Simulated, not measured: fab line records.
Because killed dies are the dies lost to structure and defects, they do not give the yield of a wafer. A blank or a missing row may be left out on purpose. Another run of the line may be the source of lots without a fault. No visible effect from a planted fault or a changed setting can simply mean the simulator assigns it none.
fab line records	flow sky130
record lots=6	wafers=18	lastDay=50
route steps=708 shown RES_XHIGH@339 SD_N@342 SD_P@359 PAD_OPEN@708
lots that met no fault: from a run of the same line without faults
startH: hours from the record's opening day to when the first of the lot's shown wafers began	waitH: hours since the lot's step before	" as in the row above	L1.1+2: several wafers, shown together as one row	- no value, or no start given	* or withheld: withheld	< > ~ a bound
route shown NAME@n: NAME is a module with steps in the file, n the number in the route of the first one	usual: mean/standard deviation of fault-free wafers	same: alike in all rows	chamber/n: place in a boat	sites: readings site by site	_std_site: how widely they spread, as a standard deviation	_edge_site: the outer-site mean with the inner-site mean subtracted	radiusMm: how far each site lies from the wafer's centre	mask NAME#n: copy n	behind: the tool/chamber that last shaped the wafer	hold: why the lot was held/for how many hours/how that ended	device: which transistor (n, p or np) failed to switch	end of line: tests run on the same wafers once the route is complete	for a step that has no rows: nothing shown but its recipe	killed: dies lost to structure and defects at the first sort, not the wafer's yield	map: a wafer's dies, x killed, . not, _ none there
set.NAME: setting as actually run; set.NAME@STEP: the setting as run at that earlier step	model.NAME: the simulator's own value behind a step, which no gauge read
lots seen at some steps along the route; tables by step, rows by wafer
services: when a tool's chamber went out of use (startH, in hours from the record's first day, below 0 if earlier), for how many hours, and the reason
## steps
# step SKY_RES_XHIGH_IMPLANT_07
# recipe species=BF2	energyKev=20	doseCm2=3.6e+14	tiltDeg=0
# step SKY_RES_XHIGH_STRIP_08
# recipe chemistry=O2/N2	powerW=1400	pressureMtorr=1500	platenTempC=withheld	o2FlowSccm=3000	n2FlowSccm=300	overashFraction=0.5
# usual drypumpMotorCurrentA=5.6/0.52	oesProductAu=0.712/0.0043	stripTimeToEndpointS=14.26/0.036
lot.wafer	tool	chamber	startH	waitH	drypumpMotorCurrentA	oesProductAu	rfHoursCounterH	stripTimeToEndpointS
L445.1	plasmaAsher-04	0	684.35	0.1	5.1	0.709	100	14.33
L445.2	"	1	"	"	5.7	0.708	100	14.23
L445.4	"	0	"	"	5.1	0.706	-	14.28
L449.2	plasmaAsher-02	1	711.55	0.1	5.4	0.712	90	14.28
L449.5	"	1	"	"	5.5	0.710	-	14.31
L449.6	"	0	"	"	5.7	0.712	-	14.28
L453.1	plasmaAsher-02	0	742.00	0.1	5.7	0.710	93	14.25
L453.2	"	1	"	"	5.5	0.711	93	14.22
L453.6	"	1	"	"	5.5	0.716	-	14.28
L456.1	plasmaAsher-03	0	772.36	0.1	6.5	0.716	35	14.24
L456.3	"	1	"	"	5.0	0.708	-	14.25
L456.4	"	0	"	"	6.5	0.708	-	14.22
L455.1	plasmaAsher-04	1	775.55	0.1	5.7	0.710	3	14.22
L455.3	"	1	"	"	5.7	0.713	-	14.29
L455.6	"	0	"	"	5.1	0.720	-	14.28
L461.3	plasmaAsher-04	0	797.02	0.1	5.1	0.721	-	14.27
L461.5	"	1	"	"	5.7	0.712	-	14.25
L461.6	"	0	"	"	5.1	0.706	-	14.24
# step SKY_RES_XHIGH_TW_MEAS_09
# usual RES_XHIGH_TW=1656/33
lot.wafer	tool	chamber	startH	waitH	RES_XHIGH_TW
L445.1	filmMetro-01	-	684.45	0.1	1696
L445.2	"	-	"	"	1691
L445.4	"	-	"	"	1692
L449.2	filmMetro-01	-	711.66	0.1	1682
L449.5	"	-	"	"	1680
L449.6	"	-	"	"	1682
L453.1	filmMetro-01	-	742.10	0.1	1677
L453.2	"	-	"	"	1676
L453.6	"	-	"	"	1681
L456.1	filmMetro-04	-	772.46	0.1	1617
L456.3	"	-	"	"	1609
L456.4	"	-	"	"	1604
L455.1	filmMetro-02	-	775.65	0.1	1633
L455.3	"	-	"	"	1627
L455.6	"	-	"	"	1641
L461.3	filmMetro-01	-	797.10	0.1	1676
L461.5	"	-	"	"	1680
L461.6	"	-	"	"	1694
# step SKY_SD_N_DEHYDRATE_00
# recipe tempC=200	timeS=60
# step SKY_SD_N_HMDS_01
# recipe primeTimeS=60	primeTempC=120
# step SKY_SD_N_COAT_02
# recipe resist=NOVOLAK	spinRpm=3000	resistThkNm=1140
# step SKY_SD_N_SOFTBAKE_03
# recipe tempC=90	timeS=60	resist=NOVOLAK
# step SKY_SD_N_EXPOSE_04
# recipe maskId=NSDM	na=0.6	sourceShape=conventional	sigmaOuter=0.6	polarization=unpolarized	targetCdNm=380	doseMj=141
# step SKY_SD_N_PEB_05
# recipe tempC=withheld	timeS=*	resist=NOVOLAK
# step SKY_SD_N_DEVELOP_06
# recipe resist=NOVOLAK	developer=TMAH	developTimeS=60	devTempC=23
# step SKY_SD_N_CD_MEAS_07
# recipe targetCdNm=380
# usual cdNm=380.0/2.3
lot.wafer	tool	chamber	startH	waitH	cdNm
L445.1	cdSem-01	-	712.31	0.1	383.0
L445.2	"	-	"	"	381.4
L445.4	"	-	"	"	382.9
L449.2	cdSem-01	-	738.61	0.1	376.9
L449.5	"	-	"	"	375.9
L449.6	"	-	"	"	377.2
L453.1	cdSem-01	-	769.24	0.1	381.7
L453.2	"	-	"	"	381.5
L453.6	"	-	"	"	382.1
L456.1	cdSem-02	-	798.40	0.1	377.7
L456.3	"	-	"	"	380.0
L456.4	"	-	"	"	378.2
L455.1	cdSem-02	-	802.26	0.1	382.5
L455.3	"	-	"	"	383.1
L455.6	"	-	"	"	381.3
L461.3	cdSem-01	-	823.65	0.1	382.2
L461.5	"	-	"	"	383.2
L461.6	"	-	"	"	384.3
# step SKY_SD_N_OVL_MEAS_08
# usual SD_N_OVL=0.2/1.6
lot.wafer	tool	chamber	startH	waitH	SD_N_OVL[nm]
L445.1	overlay-02	-	712.43	0.1	-2.5
L445.2	"	-	"	"	-1.0
L445.4	"	-	"	"	-3.3
L449.2	overlay-01	-	738.71	0.1	-1.2
L449.5	"	-	"	"	-3.6
L449.6	"	-	"	"	-4.5
L453.1	overlay-02	-	769.36	0.1	-0.6
L453.2	"	-	"	"	0.1
L453.6	"	-	"	"	0.2
L456.1	overlay-01	-	798.52	0.1	-1.7
L456.3	"	-	"	"	-1.3
L456.4	"	-	"	"	-1.1
L455.1	overlay-02	-	802.38	0.1	0.7
L455.3	"	-	"	"	0.2
L455.6	"	-	"	"	-0.5
L461.3	overlay-01	-	823.74	0.1	-0.4
L461.5	"	-	"	"	-1.0
L461.6	"	-	"	"	0.7
# step SKY_SD_N_IMPLANT_09
# recipe species=As	energyKev=50	doseCm2=4e+15	tiltDeg=0
# usual endStationPressureTorr=1.39e-05/1.6e-06
lot.wafer	tool	chamber	startH	waitH	endStationPressureTorr
L445.1	implanter-04	0	712.47	0.0	1.53e-05
L445.2	"	0	"	"	1.47e-05
L445.4	"	0	"	"	1.33e-05
L449.2	implanter-01	0	738.77	0.0	1.26e-05
L449.5	"	0	"	"	1.22e-05
L449.6	"	0	"	"	1.25e-05
L453.1	implanter-01	0	769.39	0.0	5.54e-05
L453.2	"	0	"	"	5.74e-05
L453.6	"	0	"	"	5.55e-05
L456.1	implanter-04	0	798.55	0.0	1.49e-05
L456.3	"	0	"	"	1.54e-05
L456.4	"	0	"	"	1.4e-05
L455.1	implanter-01	0	802.42	0.0	6.29e-05
L455.3	"	0	"	"	5.27e-05
L455.6	"	0	"	"	5.39e-05
L461.3	implanter-04	0	823.82	0.1	1.47e-05
L461.5	"	0	"	"	1.49e-05
L461.6	"	0	"	"	1.43e-05
# step SKY_SD_N_IMPLANT_10
# recipe species=P	energyKev=20	doseCm2=1e+14	tiltDeg=0
# step SKY_SD_N_STRIP_11
# recipe chemistry=O2/N2	powerW=1400	pressureMtorr=1500	platenTempC=withheld	o2FlowSccm=3000	n2FlowSccm=300	overashFraction=0.5
# usual drypumpMotorCurrentA=5.6/0.51	oesProductAu=0.527/0.0044	stripTimeToEndpointS=22.53/0.044
lot.wafer	tool	chamber	startH	waitH	drypumpMotorCurrentA	oesProductAu	rfHoursCounterH	stripTimeToEndpointS
L445.1	plasmaAsher-01	0	712.77	0.1	5.8	0.530	58	22.55
L445.2	"	1	"	"	5.5	0.531	58	22.53
L445.4	"	0	"	"	5.8	0.526	-	22.56
L449.2	plasmaAsher-01	0	739.04	0.1	5.8	0.529	61	22.57
L449.5	"	0	"	"	5.8	0.523	-	22.51
L449.6	"	1	"	"	5.5	0.525	-	22.50
L453.1	plasmaAsher-03	1	769.69	0.1	5.0	0.515	35	23.06
L453.2	"	0	"	"	6.5	0.518	35	23.04
L453.6	"	1	"	"	5.0	0.530	-	23.04
L456.1	plasmaAsher-04	1	798.85	0.1	5.7	0.521	5	22.52
L456.3	"	1	"	"	5.7	0.523	-	22.52
L456.4	"	0	"	"	5.1	0.529	-	22.52
L455.1	plasmaAsher-04	0	802.72	0.1	5.1	0.524	6	23.18
L455.3	"	1	"	"	5.7	0.522	-	23.22
L455.6	"	1	"	"	5.7	0.516	-	23.19
L461.3	plasmaAsher-04	0	824.10	0.1	5.1	0.531	-	22.54
L461.5	"	0	"	"	5.1	0.531	-	22.57
L461.6	"	1	"	"	5.7	0.528	-	22.53
# step SKY_SD_N_TW_MEAS_12
# usual SD_N_TW=4026/69
lot.wafer	tool	chamber	startH	waitH	SD_N_TW
L445.1	filmMetro-01	-	712.87	0.1	4083
L445.2	"	-	"	"	4092
L445.4	"	-	"	"	4109
L449.2	filmMetro-01	-	739.15	0.1	4074
L449.5	"	-	"	"	4112
L449.6	"	-	"	"	4109
L453.1	filmMetro-02	-	769.79	0.1	4016
L453.2	"	-	"	"	3994
L453.6	"	-	"	"	3996
L456.1	filmMetro-01	-	798.95	0.1	4092
L456.3	"	-	"	"	4110
L456.4	"	-	"	"	4129
L455.1	filmMetro-01	-	802.82	0.1	4107
L455.3	"	-	"	"	4103
L455.6	"	-	"	"	4072
L461.3	filmMetro-01	-	824.19	0.1	4100
L461.5	"	-	"	"	4078
L461.6	"	-	"	"	4079
# step SKY_SD_N_CLEAN_13
# recipe chemistry=SC1/SC2	mix=1:4:20	tempC=70	timeS=150	dry=n2Spin
# step SKY_SD_N_RTA_14
# recipe tempC=1075	timeS=2	idleTempC=650	rampUpCPerS=150	rampDownCPerS=90	ambient=N2
# usual lampPowerPct=15.74/0.055	wafer_temp_C_max=1078.0/1.3
lot.wafer	tool	chamber	startH	waitH	lampPowerPct	wafer_temp_C_max
L445.1	rtpAnneal-02	0	712.98	0.0	15.71	1077.8
L445.2	"	0	"	"	15.66	1078.6
L445.4	"	0	"	"	15.81	1076.1
L449.2	rtpAnneal-02	0	739.26	0.0	15.74	1078.0
L449.5	"	0	"	"	15.83	1078.9
L449.6	"	0	"	"	15.74	1079.2
L453.1	rtpAnneal-02	0	769.90	0.0	15.72	1076.7
L453.2	"	0	"	"	15.70	1075.6
L453.6	"	0	"	"	15.74	1079.5
L456.1	rtpAnneal-02	0	799.07	0.0	15.76	1077.4
L456.3	"	0	"	"	15.72	1077.5
L456.4	"	0	"	"	15.75	1076.0
L455.1	rtpAnneal-01	0	802.93	0.0	15.76	1076.2
L455.3	"	0	"	"	15.78	1078.4
L455.6	"	0	"	"	15.81	1077.9
L461.3	rtpAnneal-02	0	824.29	0.0	15.73	1078.0
L461.5	"	0	"	"	15.74	1076.6
L461.6	"	0	"	"	15.74	1076.2
# step SKY_SD_N_RS_MEAS_16
# recipe thkMeasGauge=four-point-probe
# usual SD_N_RS=68.56/0.13
lot.wafer	tool	chamber	startH	waitH	SD_N_RS[ohm/sq]
L445.1	filmMetro-04	-	713.15	0.1	68.50
L445.2	"	-	"	"	68.72
L445.4	"	-	"	"	68.64
L449.2	filmMetro-02	-	739.45	0.1	68.41
L449.5	"	-	"	"	68.55
L449.6	"	-	"	"	68.45
L453.1	filmMetro-04	-	770.08	0.1	67.17
L453.2	"	-	"	"	67.38
L453.6	"	-	"	"	67.24
L456.1	filmMetro-02	-	799.24	0.1	68.38
L456.3	"	-	"	"	68.22
L456.4	"	-	"	"	68.71
L455.1	filmMetro-02	-	803.10	0.1	67.24
L455.3	"	-	"	"	67.25
L455.6	"	-	"	"	67.00
L461.3	filmMetro-01	-	824.49	0.1	68.53
L461.5	"	-	"	"	68.45
L461.6	"	-	"	"	68.66
# step SKY_SD_N_RS_MEAS_17
# recipe thkMeasGauge=four-point-probe
# usual SD_P_RS=147.1/0.37
lot.wafer	tool	chamber	startH	waitH	SD_P_RS[ohm/sq]
L445.1	filmMetro-04	-	713.27	0.1	146.9
L445.2	"	-	"	"	147.1
L445.4	"	-	"	"	147.2
L449.2	filmMetro-02	-	739.57	0.1	146.7
L449.5	"	-	"	"	147.1
L449.6	"	-	"	"	146.8
L453.1	filmMetro-04	-	770.20	0.1	146.6
L453.2	"	-	"	"	147.2
L453.6	"	-	"	"	147.3
L456.1	filmMetro-02	-	799.36	0.1	146.9
L456.3	"	-	"	"	146.3
L456.4	"	-	"	"	147.7
L455.1	filmMetro-02	-	803.22	0.1	147.2
L455.3	"	-	"	"	147.3
L455.6	"	-	"	"	146.9
L461.3	filmMetro-01	-	824.61	0.1	146.9
L461.5	"	-	"	"	146.7
L461.6	"	-	"	"	147.1
# step SKY_PAD_OPEN_PROBE_99
# usual killed_at_M0_to_M3=44/6.9	killed_at_M4_up=3.3/1.8	killedAtContacts=24/5	killedAtFrontEnd=16/4.6	killedAtOther=0.2/0.42	killedDies=88/9.2	killedOpen=48/7.3	killedShort=40/6.5
# same grossDies=492	killedAtBackSide=0
lot.wafer	tool	chamber	startH	waitH	killed_at_M0_to_M3	killed_at_M4_up	killedAtContacts	killedAtFrontEnd	killedAtOther	killedDies	killedOpen	killedShort	model.etest.resNdiff.lineOhmUm	model.etest.liconNdiff.rcOhm	model.etest.resNdiffHv.rsOhmSq	model.etest.resNdiff.rsOhmSq
L445.1	prober-02	-	1125.65	0.1	30	1	20	18	1	70	32	38	744.5	188.8	112.8	118.5
L445.2	prober-02	-	1125.70	0.1	36	4	19	15	0	74	41	33	767.2	193	111.8	119.5
L445.4	prober-02	-	1125.80	0.2	35	4	20	11	0	70	40	29	745.4	190.4	112.8	118.7
L449.2	prober-02	-	1141.67	0.1	39	4	31	16	0	90	56	34	737.6	182.2	112.7	118
L449.5	prober-02	-	1141.82	0.2	51	2	25	10	0	88	54	34	746.2	176.1	111.7	118.7
L449.6	prober-02	-	1141.87	0.2	42	2	22	12	0	78	47	31	738.8	184.8	112.2	117.5
L453.1	prober-02	-	1164.75	0.1	46	3	20	14	0	83	49	34	733.7	175.3	107.9	114.3
L453.2	prober-02	-	1164.80	0.1	31	3	17	19	1	71	40	31	732.5	166.4	108.3	114.3
L453.6	prober-02	-	1165.00	0.2	55	1	35	11	0	102	63	39	735.5	172.2	108	113.7
L456.1	prober-02	-	1181.00	0.1	33	8	23	14	1	79	31	47	773	179.6	113	119.5
L456.3	prober-02	-	1181.10	0.2	48	1	24	9	0	82	42	40	762.5	182.9	113.2	119.4
L456.4	prober-02	-	1181.15	0.2	44	4	22	9	1	80	47	33	757	187.5	113.1	119.3
L455.1	prober-01	-	1185.98	0.1	44	2	25	11	0	82	47	35	734.9	180.9	111.1	115.8
L455.3	prober-01	-	1186.08	0.2	38	2	20	12	1	73	42	30	727.2	175.2	110.6	116.3
L455.6	prober-01	-	1186.23	0.2	51	2	23	16	0	92	42	50	730.2	175.8	109.6	116.3
L461.3	prober-02	-	1198.24	0.2	44	0	25	10	0	79	50	29	760	179.5	114.2	119.2
L461.5	prober-02	-	1198.34	0.2	37	2	29	12	0	80	45	35	734.7	182.2	112.7	118.5
L461.6	prober-02	-	1198.39	0.2	56	4	24	10	1	95	49	46	771.2	188.3	112.6	118
# killed by level:class
L445.1 POLY_GATE:geometricParticle:short=10 LI_CONTACT:geometricParticle:open=10 VIA3:geometricParticle:open=7 VIA1:geometricParticle:short=6 CONTACT:geometricParticle:open=5 METAL3:geometricParticle:short=5 CONTACT:geometricParticle:short=3 VIA2:geometricParticle:open=3
L445.2 CONTACT:geometricParticle:open=11 VIA1:geometricParticle:open=10 VIA1:geometricParticle:short=7 METAL2:geometricParticle:short=5 FIELD_ISO:geometricParticle:open=4 VIA2:geometricParticle:short=4 VIA3:geometricParticle:open=4 LI_CONTACT:geometricParticle:open=3
L445.4 LI_CONTACT:geometricParticle:open=10 VIA3:geometricParticle:open=10 VIA1:geometricParticle:open=7 CONTACT:geometricParticle:open=4 POLY_CUT:geometricParticle:short=3 LI_CONTACT:geometricParticle:short=3 VIA2:geometricParticle:open=3 METAL2:geometricParticle:short=3
L449.2 CONTACT:geometricParticle:open=12 VIA1:geometricParticle:open=11 FIELD_ISO:geometricParticle:open=7 LI_CONTACT:geometricParticle:open=6 LOCAL_INTERCONNECT:geometricParticle:short=5 VIA3:geometricParticle:open=5 VIA1:geometricParticle:short=5 VIA2:geometricParticle:open=5
L449.5 CONTACT:geometricParticle:open=12 VIA1:geometricParticle:open=12 VIA3:geometricParticle:open=10 METAL2:geometricParticle:short=8 METAL1:geometricParticle:short=6 LI_CONTACT:geometricParticle:open=5 VIA2:geometricParticle:short=5 VIA2:geometricParticle:open=5
L449.6 VIA1:geometricParticle:open=13 CONTACT:geometricParticle:open=11 METAL2:geometricParticle:short=5 VIA2:geometricParticle:open=5 VIA3:geometricParticle:open=5 LI_CONTACT:geometricParticle:open=4 VIA1:geometricParticle:short=4 POLY_GATE:geometricParticle:open=3
L453.1 VIA1:geometricParticle:open=15 CONTACT:geometricParticle:open=6 LI_CONTACT:geometricParticle:open=5 METAL2:geometricParticle:short=5 VIA2:geometricParticle:open=5 FIELD_ISO:geometricParticle:open=4 POLY_GATE:geometricParticle:short=4 VIA3:geometricParticle:open=4
L453.2 VIA1:geometricParticle:open=10 CONTACT:geometricParticle:open=7 VIA3:geometricParticle:short=5 FIELD_ISO:geometricParticle:open=4 CONTACT:geometricParticle:short=4 METAL1:geometricParticle:short=4 FIELD_ISO:geometricParticle:short=3 SPACER:geometricParticle:open=3
L453.6 VIA1:geometricParticle:open=16 CONTACT:geometricParticle:open=13 VIA3:geometricParticle:open=10 LI_CONTACT:geometricParticle:open=9 METAL1:geometricParticle:short=7 VIA2:geometricParticle:open=6 POLY_GATE:geometricParticle:short=4 LI_CONTACT:geometricParticle:short=4
L456.1 LI_CONTACT:geometricParticle:open=8 METAL4:geometricParticle:short=8 POLY_GATE:geometricParticle:short=6 VIA3:geometricParticle:short=6 CONTACT:geometricParticle:open=5 VIA1:geometricParticle:short=5 LOCAL_INTERCONNECT:geometricParticle:short=4 CONTACT:geometricParticle:short=4
L456.3 LI_CONTACT:geometricParticle:open=12 METAL1:geometricParticle:short=11 VIA1:geometricParticle:open=7 VIA3:geometricParticle:open=7 VIA1:geometricParticle:short=5 VIA2:geometricParticle:open=5 METAL3:geometricParticle:short=4 CONTACT:geometricParticle:open=4
L456.4 VIA2:geometricParticle:open=13 CONTACT:geometricParticle:open=10 VIA1:geometricParticle:open=10 METAL2:geometricParticle:short=6 LOCAL_INTERCONNECT:geometricParticle:short=4 CONTACT:geometricParticle:short=4 FIELD_ISO:geometricParticle:open=3 FIELD_ISO:geometricParticle:short=3
L455.1 VIA1:geometricParticle:open=12 VIA3:geometricParticle:open=8 METAL2:geometricParticle:short=7 CONTACT:geometricParticle:open=7 LI_CONTACT:geometricParticle:short=5 LI_CONTACT:geometricParticle:open=5 VIA2:geometricParticle:open=5 LOCAL_INTERCONNECT:geometricParticle:short=4
L455.3 VIA2:geometricParticle:open=9 CONTACT:geometricParticle:open=7 METAL1:geometricParticle:short=7 VIA1:geometricParticle:open=7 LI_CONTACT:geometricParticle:open=4 LOCAL_INTERCONNECT:geometricParticle:short=4 VIA3:geometricParticle:open=4 FIELD_ISO:geometricParticle:open=3
L455.6 METAL2:geometricParticle:short=10 VIA1:geometricParticle:open=9 LOCAL_INTERCONNECT:geometricParticle:short=7 METAL1:geometricParticle:short=6 LI_CONTACT:geometricParticle:open=5 VIA2:geometricParticle:open=5 CONTACT:geometricParticle:open=4 VIA1:geometricParticle:short=4
L461.3 CONTACT:geometricParticle:open=14 VIA1:geometricParticle:open=13 METAL2:geometricParticle:short=8 VIA3:geometricParticle:open=6 METAL1:geometricParticle:short=5 VIA2:geometricParticle:open=5 CONTACT:geometricParticle:short=4 LOCAL_INTERCONNECT:geometricParticle:short=3
L461.5 CONTACT:geometricParticle:open=14 VIA1:geometricParticle:open=9 LOCAL_INTERCONNECT:geometricParticle:short=7 FIELD_ISO:geometricParticle:short=5 VIA2:geometricParticle:open=5 VIA1:geometricParticle:short=5 CONTACT:geometricParticle:short=4 METAL2:geometricParticle:open=4
L461.6 VIA1:geometricParticle:open=11 CONTACT:geometricParticle:open=10 METAL2:geometricParticle:short=10 METAL1:geometricParticle:short=8 VIA3:geometricParticle:short=7 VIA3:geometricParticle:open=7 POLY_GATE:geometricParticle:open=5 LI_CONTACT:geometricParticle:open=4
## services
tool	chamber	startH	hours	kind
plasmaAsher-01	-	671.51	0.3	repair
plasmaAsher-04	-	733.75	9.0	pm
plasmaAsher-04	0	733.75	9.0	ventCycle
plasmaAsher-04	1	733.75	9.0	ventCycle
plasmaAsher-04	0	742.75	-	clean
plasmaAsher-04	1	742.75	-	clean
plasmaAsher-02	-	757.50	0.7	repair
implanter-01	-	798.37	1.8	repair
plasmaAsher-02	-	804.33	2.8	pm
implanter-01	-	814.63	3.2	pm
## key
firstSign step=SKY_SD_N_IMPLANT_09	reading=endStationPressureTorr	direction=up	sigmas=26	usual=1.39e-05	struck=5.63e-05
effect step=SKY_SD_N_STRIP_11	reading=stripTimeToEndpointS	direction=up	sigmas=13	usual=*	struck=*
effect step=SKY_SD_N_RS_MEAS_16	reading=SD_N_RS	direction=down	sigmas=11	usual=68.56	struck=67.21
modelEffect step=SKY_PAD_OPEN_PROBE_99	value=etest.resNdiff.lineOhmUm	without=759.5	struck=732.3
metAt SKY_SD_N_IMPLANT_09
struckWafers L453.1,L453.2,L453.6,L455.1,L455.3,L455.6
testerLeftOut L453,L455
onsetBetween 738.77 769.39
fault kind=processParameterDrift	tool=implanter-01	chamber=-	onsetH=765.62	steps=SKY_SD_N_IMPLANT_09	channel=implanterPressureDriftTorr	offset=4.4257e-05	shape=step	endH=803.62
fault kind=processParameterDrift	tool=implanter-01	chamber=-	onsetH=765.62	steps=SKY_SD_N_IMPLANT_09	channel=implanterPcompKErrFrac	offset=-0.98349	shape=step	endH=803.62
# testerLeftOut: of these lots the tester's yield and bins aren't shown, on N5 and GAA mostly nor the transistor test; their killed dies are dies lost to structure and defects alone, not to doping, threshold or leakage, so they don't give the yield
